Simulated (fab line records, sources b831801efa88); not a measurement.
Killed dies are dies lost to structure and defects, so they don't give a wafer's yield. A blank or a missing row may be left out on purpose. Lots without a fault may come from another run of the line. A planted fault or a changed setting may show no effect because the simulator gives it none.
Problem report in the 8D (eight disciplines) form, filled by code | flow gf180mcu | the parts of the form that need people (team, actions taken, sign-off) are left out

1. THE PROBLEM
beam_energy_keV at GF_LVPWELL_IMPLANT_09 reads a mean of 54.256 on 6 wafers of 2 lots; wafers without a fault read 60.005 with a standard deviation of 0.019. That is -99 or more standard deviations from the usual mean.
First seen on wafer L403.1, day 6 06:19, on implanter-02. The record holds 18 wafers of 6 lots with a number at this step. Rule for "out", or "out of limits": more than 4 standard deviations from the usual mean. The other wafers with a number count as sound.

2. WHAT IT IS AND WHAT IT IS NOT
question                    | is                     | is not
which readings at this step | beam_energy_keV        | dose_ions_cm2
which lots                  | L403, L404             | L395, L399, L414, L415
which wafers of those lots  | all that have a number | -
read on which tools         | implanter-02           | implanter-01, implanter-03
when                        | from day 6 06:19       | up to then (6 sound wafers); but 6 sound wafers of L414, L415 came after

3. SUSPECTS, AND WHAT RULES EACH OUT
Counting: a tool at a process step up to the reading stays a suspect if it ran every lot that is out and no sound lot after the first of them.
- plasma_asher-03 at GF_NWELL_STRIP_10 (strips in O2/N2): ruled out as a lasting fault. Sound lots L414, L415 ran on it after its first lot that is out, L403 (day 5 15:29).
- implanter-02 at GF_LVPWELL_IMPLANT_09: kept. It ran every lot that is out, first L403 (day 6 06:19), and no sound lot after that; its last sound lot up to then is L399 (day 5 06:25). Its own readings are out on those wafers: beam_energy_keV.
Left after counting: implanter-02 at GF_LVPWELL_IMPLANT_09.

4. THE CAUSE (what the simulator had put in)
Process parameter drift: implanter-02, from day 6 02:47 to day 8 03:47, at GF_LVPWELL_IMPLANT_09. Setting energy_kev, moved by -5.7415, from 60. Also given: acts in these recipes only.
Counting left only this tool.

5. THE CHAIN OF EFFECTS, in route order
Each row: a reading whose mean over the struck wafers that have a number lies more than 3 standard deviations from the usual. Only readings for which the record gives a usual standard deviation are gone through. hours: the time from each lot's start at the first step in this table that gives one to its start at this step, as a median over the lots. sigmas: the change in usual standard deviations.
hours | step                  | reading         | usual  | on struck wafers | change | sigmas
0     | GF_LVPWELL_IMPLANT_09 | beam_energy_keV | 60.005 | 54.256           | -5.749 | -99 or more
The process steps in it:
- GF_LVPWELL_IMPLANT_09

6. WHAT WOULD HAVE CAUGHT IT SOONER
In this record the first reading out of limits was taken at day 6 06:19, 4 hours after the fault began at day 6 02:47.
